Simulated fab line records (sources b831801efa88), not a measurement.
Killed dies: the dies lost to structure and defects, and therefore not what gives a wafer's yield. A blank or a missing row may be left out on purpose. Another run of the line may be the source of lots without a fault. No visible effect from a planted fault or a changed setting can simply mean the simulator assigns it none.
8D (eight disciplines) problem report, filled in by code + flow sky130 + the parts of the form that need people (team, actions taken, sign-off) are left out

## 1. PROBLEM STATEMENT
developer temp C at SKY_VT_ADJUST_HVTP_DEVELOP_06 reads a mean of 25.32 C on 6 wafers of 2 lots; wafers without a fault read 22.99 C with a standard deviation of 0.1. That puts it +23 standard deviations away from the usual mean.
The step: develop time 60 s.
First seen on wafer L352.2, day 8 04:10, on litho track-04. Wafers with a number at this step in the record: 39, from 13 lots. Rule for "out", or "out of limits": more than 4 standard deviations from the usual mean. The other wafers with a number count as sound.

## 2. WHAT THIS IS AND IS NOT
| question                    | is                     | is not                                                                                                              |
|-----------------------------|------------------------|---------------------------------------------------------------------------------------------------------------------|
| which readings at this step | developer temp C       | chill plate temp C                                                                                                  |
| which lots                  | L352, L355             | L344, L345, L358, L359, L360, L361, L363, L364, L365, L366, L367                                                    |
| which wafers of those lots  | all that have a number | -                                                                                                                   |
| read on which tools         | litho track-04         | litho track-01, litho track-03                                                                                      |
| when                        | from day 8 04:10       | up to then (6 sound wafers); but 27 sound wafers of L358, L359, L360, L361, L363, L364, L365, L366, L367 came after |

## 3. SUSPECTS, AND WHAT RULES EACH OUT
Counting: a tool at a process step up to the reading stays a suspect if it ran every lot that is out and no sound lot after the first of them.
- litho track-04 at SKY_VT_ADJUST_HVTP_DEVELOP_06 (develop time 60 s): kept. It ran every lot that is out, first L352 (day 8 04:10), and no sound lot after that. Out on those wafers are its own readings of developer temp C.
The count leaves litho track-04 at SKY_VT_ADJUST_HVTP_DEVELOP_06.

## 4. THE CAUSE (what the simulator had put in)
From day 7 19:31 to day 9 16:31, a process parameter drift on litho track-04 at SKY_VT_ADJUST_HVTP_DEVELOP_06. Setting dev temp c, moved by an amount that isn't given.
Counting left only this tool.

## 5. THE CHAIN OF EFFECTS, in route order
Rows list readings where the struck wafers' mean (over those with a number) sits beyond 3 standard deviations from the usual. Readings are gone through only where the record gives a usual standard deviation; hours: the median, over the lots, of the time from a lot's start at the first step in this table giving one to that lot's start at this step; sigmas: the change measured in usual standard deviations.
| hours | step                          | reading          | usual   | on struck wafers | change | sigmas |
|-------|-------------------------------|------------------|---------|------------------|--------|--------|
| 0     | SKY_VT_ADJUST_HVTP_DEVELOP_06 | developer temp C | 22.99 C | 25.32            | +2.33  | +23    |
Process steps it contains:
- SKY_VT_ADJUST_HVTP_DEVELOP_06: develop time 60 s.
Later steps that measure or inspect, where all struck wafers having a row at the step show a number for every such reading and not one has moved that far: SKY_LI_CONTACT_BOW_MEAS_03.

## 6. WHAT WOULD HAVE CAUGHT IT SOONER
9 hours passed between the start of the fault at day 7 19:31 and the first reading out of limits in this record, taken at day 8 04:10.
